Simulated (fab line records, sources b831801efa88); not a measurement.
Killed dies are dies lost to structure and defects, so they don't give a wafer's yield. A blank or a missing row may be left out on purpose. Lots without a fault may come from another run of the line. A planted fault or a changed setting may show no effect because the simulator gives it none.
Chamber matching | flow gf180mcu | GF_V5_CMP_26 on cmp-01: 4 sister chambers
The step polishes, stops on SiO2, t overpolish 15 s, target thk 0 nm. 14 wafers are shown with their chamber, then 7 later ones without.

WAFERS WITH THEIR CHAMBER
wafer  | chamber | motor_current_A (A) | overpolish_run_s (s) | time_to_endpoint_s (s)
L839.1 | 2       | 10.6                | 14.993               | 81
L839.2 | 1       | 12.5                | 14.992               | 86
L839.4 | 3       | 11.6                | 15.006               | 82
L844.1 | 2       | 10.8                | 14.996               | 84
L844.2 | 0       | 10.0                | 15.000               | 82
L844.5 | 3       | 11.6                | 15.016               | 79
L847.2 | 3       | 11.3                | 15.007               | 81
L847.5 | 3       | 11.9                | 15.014               | 78
L847.6 | 0       | 10.5                | 15.000               | 83
L852.1 | 3       | 10.8                | 15.000               | 85
L852.3 | 1       | 12.2                | 14.991               | 88
L852.5 | 2       | 10.5                | 14.983               | 83
L856.3 | 1       | 11.7                | 14.997               | 82
L856.4 | 0       | 10.4                | 14.995               | 81

SIGNATURES (means of the wafers above)
reading            | chamber 0 | chamber 1 | chamber 2 | chamber 3 | scatter within a chamber
motor_current_A    | 10.300    | 12.133    | 10.633    | 11.440    | 0.347
overpolish_run_s   | 14.99833  | 14.99333  | 14.99067  | 15.00860  | 0.00545
time_to_endpoint_s | 82.00     | 85.33     | 82.67     | 81.00     | 2.35
Rule: a wafer's distance from a chamber is the root of the sum, over the readings, of the square of ((its reading less the chamber's mean) divided by the reading's scatter). The wafer belongs to the nearest chamber; if the next one is less than 2 further off, it can't be placed. The scatter: the root of (the sum of the squares of (reading less its chamber's mean) over the shown wafers, divided by (wafers less chambers)).

WAFERS WITHOUT THEIR CHAMBER
wafer  | motor_current_A (A) | overpolish_run_s (s) | time_to_endpoint_s (s)
L856.6 | 11.7                | 14.985               | 85
L859.2 | 10.9                | 15.012               | 86
L859.3 | 11.0                | 15.010               | 77
L859.4 | 10.9                | 15.011               | 84
L862.1 | 12.9                | 14.998               | 82
L862.2 | 11.0                | 15.019               | 79
L862.6 | 11.8                | 14.993               | 80

WHICH CHAMBER EACH WENT THROUGH
wafer  | from the rows above          | in truth
L856.6 | can't be placed: 1 or 2      | 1
L859.2 | can't be placed: 3 or 0 or 2 | 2
L859.3 | can't be placed: 3 or 0      | 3
L859.4 | can't be placed: 3 or 0 or 2 | 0
L862.1 | can't be placed: 1 or 3      | 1
L862.2 | 3                            | 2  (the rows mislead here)
L862.6 | can't be placed: 1 or 3 or 2 | 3
Placed correctly: 0 of 7. Can't be placed from these rows: 6 (the true chamber is among the candidates in 6). Placed wrongly: 1.
